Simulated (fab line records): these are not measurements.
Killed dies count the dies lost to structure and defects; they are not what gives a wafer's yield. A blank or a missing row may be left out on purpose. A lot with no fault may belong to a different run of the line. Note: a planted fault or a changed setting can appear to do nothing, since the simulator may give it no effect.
Matching of chambers	flow gf180mcu	3 sister chambers for GF_MIM_CVD_05 on pecvd-01
The step deposits Si3N4, target thk 42 nm, time 29.086 s. 3 wafers are shown with their chamber, then 7 later ones without.

== WAFERS WITH THEIR CHAMBER ==
wafer	chamber	heater_power_w (W)
L571.5	0	617
L574.1	1	640
L574.2	2	686

== WAFERS MISSING THEIR CHAMBER ==
wafer	heater_power_w (W)
L574.6	543
L576.1	601
L576.4	634
L576.5	571
L577.1	681
L577.3	606
L577.5	600

== WHICH CHAMBER EACH ONE RAN IN ==
wafer	from the rows above	in truth
L574.6	can't be placed: 0 or 1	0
L576.1	can't be placed: 0 or 1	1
L576.4	can't be placed: 1 or 0 or 2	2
L576.5	can't be placed: 0 or 1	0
L577.1	can't be placed: 2 or 1 or 0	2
L577.3	can't be placed: 0 or 1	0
L577.5	can't be placed: 0 or 1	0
Correct placement for 0 of the 7. These rows do not allow placing 7 (true chamber among the candidates in 7). Wrongly placed: 0.
How it was worked out, from the rows above alone: a wafer's distance from a chamber is the root of the sum, over the readings, of the square of ((its reading less the chamber's mean) divided by the reading's scatter). The wafer belongs to the nearest chamber; if the next one is less than 2 further off, it can't be placed. The mean given for a chamber averages the wafers shown for that chamber. The scatter: with one shown wafer a chamber, the root of the mean of the squares of how far each hidden wafer lies from its nearest shown one.
